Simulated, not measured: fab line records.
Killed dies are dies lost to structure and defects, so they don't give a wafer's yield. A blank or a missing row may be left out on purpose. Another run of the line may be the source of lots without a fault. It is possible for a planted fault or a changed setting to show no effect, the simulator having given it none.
Commonality check across tools :: flow sky130 :: 36 wafers sampled across 12 lots

## WHY IT WAS OPENED
At SKY_LDD_HVP_TW_MEAS_10 the reading LDD_HVP_TW is flagged on 2 of 12 lots. No-fault wafers: 450, standard deviation 3.7.
Rule: a lot is flagged when every wafer of it that has a number lies more than 4 standard deviations from that mean, or none has a number. The rest of the lots are taken to be sound.

lot: L314
measured: day 21 19:39
on: filmMetro-04
LDD_HVP_TW, wafer by wafer: 451 453 451
flag: 

lot: L315
measured: day 21 23:46
on: filmMetro-03
LDD_HVP_TW, wafer by wafer: 449 450 450
flag: 

lot: L317
measured: day 22 15:20
on: filmMetro-04
LDD_HVP_TW, wafer by wafer: 449 448 451
flag: 

lot: L316
measured: day 22 15:43
on: filmMetro-04
LDD_HVP_TW, wafer by wafer: 448 451 448
flag: 

lot: L324
measured: day 25 09:29
on: filmMetro-01
LDD_HVP_TW, wafer by wafer: 525 522 521
flag: FLAGGED

lot: L325
measured: day 25 13:55
on: filmMetro-01
LDD_HVP_TW, wafer by wafer: 521 521 521
flag: FLAGGED

lot: L330
measured: day 27 05:07
on: filmMetro-03
LDD_HVP_TW, wafer by wafer: 448 450 453
flag: 

lot: L332
measured: day 28 05:00
on: filmMetro-01
LDD_HVP_TW, wafer by wafer: 454 454 455
flag: 

lot: L334
measured: day 28 14:25
on: filmMetro-03
LDD_HVP_TW, wafer by wafer: 443 442 443
flag: 

lot: L335
measured: day 28 20:10
on: filmMetro-04
LDD_HVP_TW, wafer by wafer: 452 453 455
flag: 

lot: L336
measured: day 29 03:55
on: filmMetro-04
LDD_HVP_TW, wafer by wafer: 453 453 451
flag: 

lot: L337
measured: day 29 13:55
on: filmMetro-03
LDD_HVP_TW, wafer by wafer: 451 447 447
flag: 
The numbers of the flagged lots are 522 on average: +72 against the usual, or +19 standard deviations.

## TOOL THAT RAN EACH LOT
2 process steps preceding the reading are held in the record, out of 708 steps in the route. Read each cell as the tool, then ch plus the chambers that the sampled wafers visited, then the start.
lot: L314
flag: 
SKY_SONOS_ONO_STRIP_17: plasmaAsher-02 ch 0,1, day 12 23:17
SKY_LDD_HVP_IMPLANT_08: implanter-03 ch 0, day 21 19:24

lot: L315
flag: 
SKY_SONOS_ONO_STRIP_17: plasmaAsher-02 ch 0,1, day 13 00:29
SKY_LDD_HVP_IMPLANT_08: implanter-03 ch 0, day 21 23:31

lot: L317
flag: 
SKY_SONOS_ONO_STRIP_17: plasmaAsher-04 ch 0,1, day 13 13:40
SKY_LDD_HVP_IMPLANT_08: implanter-04 ch 0, day 22 15:08

lot: L316
flag: 
SKY_SONOS_ONO_STRIP_17: plasmaAsher-04 ch 0,1, day 13 11:47
SKY_LDD_HVP_IMPLANT_08: implanter-02 ch 0, day 22 15:29

lot: L324
flag: FLAGGED
SKY_SONOS_ONO_STRIP_17: plasmaAsher-03 ch 0,1, day 15 21:52
SKY_LDD_HVP_IMPLANT_08: implanter-04 ch 0, day 25 09:16

lot: L325
flag: FLAGGED
SKY_SONOS_ONO_STRIP_17: plasmaAsher-02 ch 0,1, day 16 04:40
SKY_LDD_HVP_IMPLANT_08: implanter-04 ch 0, day 25 13:42

lot: L330
flag: 
SKY_SONOS_ONO_STRIP_17: plasmaAsher-03 ch 0,1, day 17 22:05
SKY_LDD_HVP_IMPLANT_08: implanter-03 ch 0, day 27 04:53

lot: L332
flag: 
SKY_SONOS_ONO_STRIP_17: plasmaAsher-03 ch 0,1, day 19 02:38
SKY_LDD_HVP_IMPLANT_08: implanter-03 ch 0, day 28 04:45

lot: L334
flag: 
SKY_SONOS_ONO_STRIP_17: plasmaAsher-02 ch 0,1, day 19 11:53
SKY_LDD_HVP_IMPLANT_08: implanter-03 ch 0, day 28 14:11

lot: L335
flag: 
SKY_SONOS_ONO_STRIP_17: plasmaAsher-02 ch 0,1, day 19 18:17
SKY_LDD_HVP_IMPLANT_08: implanter-03 ch 0, day 28 19:55

lot: L336
flag: 
SKY_SONOS_ONO_STRIP_17: plasmaAsher-03 ch 0,1, day 20 04:05
SKY_LDD_HVP_IMPLANT_08: implanter-04 ch 0, day 29 03:41

lot: L337
flag: 
SKY_SONOS_ONO_STRIP_17: plasmaAsher-02 ch 1, day 20 14:26
SKY_LDD_HVP_IMPLANT_08: implanter-04 ch 0, day 29 13:40
What is done by these steps:
- SKY_SONOS_ONO_STRIP_17: strips in O2/N2.
- SKY_LDD_HVP_IMPLANT_08
- SKY_LDD_HVP_TW_MEAS_10

## FLAGGED OVER TOTAL, TOOL BY TOOL (the gauges that took the reading come last)
step: SKY_SONOS_ONO_STRIP_17
tool: plasmaAsher-02
lots run: 6
flagged: 1
share of the flagged lots: some
sound lots run after its first flagged lot: 3 (L334,L335,L337)

step: SKY_SONOS_ONO_STRIP_17
tool: plasmaAsher-03
lots run: 4
flagged: 1
share of the flagged lots: some
sound lots run after its first flagged lot: 3 (L330,L332,L336)

step: SKY_SONOS_ONO_STRIP_17
tool: plasmaAsher-04
lots run: 2
flagged: 0
share of the flagged lots: none
sound lots run after its first flagged lot: -

step: SKY_LDD_HVP_IMPLANT_08
tool: implanter-02
lots run: 1
flagged: 0
share of the flagged lots: none
sound lots run after its first flagged lot: -

step: SKY_LDD_HVP_IMPLANT_08
tool: implanter-03
lots run: 6
flagged: 0
share of the flagged lots: none
sound lots run after its first flagged lot: -

step: SKY_LDD_HVP_IMPLANT_08
tool: implanter-04
lots run: 5
flagged: 2
share of the flagged lots: all
sound lots run after its first flagged lot: 2 (L336,L337)

step: SKY_LDD_HVP_TW_MEAS_10
tool: filmMetro-01
lots run: 3
flagged: 2
share of the flagged lots: all
sound lots run after its first flagged lot: 1 (L332)

step: SKY_LDD_HVP_TW_MEAS_10
tool: filmMetro-03
lots run: 4
flagged: 0
share of the flagged lots: none
sound lots run after its first flagged lot: -

step: SKY_LDD_HVP_TW_MEAS_10
tool: filmMetro-04
lots run: 5
flagged: 0
share of the flagged lots: none
sound lots run after its first flagged lot: -

## WHAT THE TABLE ALLOWS
Every flagged lot went through 2 rows of the table: implanter-04 at SKY_LDD_HVP_IMPLANT_08 and filmMetro-01 at SKY_LDD_HVP_TW_MEAS_10.
- implanter-04 at SKY_LDD_HVP_IMPLANT_08 ran 5 lots, 2 of them flagged. Sound lots ran on it after the first flagged one (L336, L337), which a lasting fault on the whole tool wouldn't allow. Its own readings lie more than 4 standard deviations out on every wafer of the flagged lots: doseIonsCm2, faradayCurrentUA.
- filmMetro-01 at SKY_LDD_HVP_TW_MEAS_10 ran 3 lots, 2 of them flagged. Sound lots ran on it after the first flagged one (L332), which a lasting fault on the whole tool wouldn't allow.
Every row of the table either missed a flagged lot or ran a sound lot after the first.

## WHAT HAD BEEN PUT IN BY THE SIMULATOR
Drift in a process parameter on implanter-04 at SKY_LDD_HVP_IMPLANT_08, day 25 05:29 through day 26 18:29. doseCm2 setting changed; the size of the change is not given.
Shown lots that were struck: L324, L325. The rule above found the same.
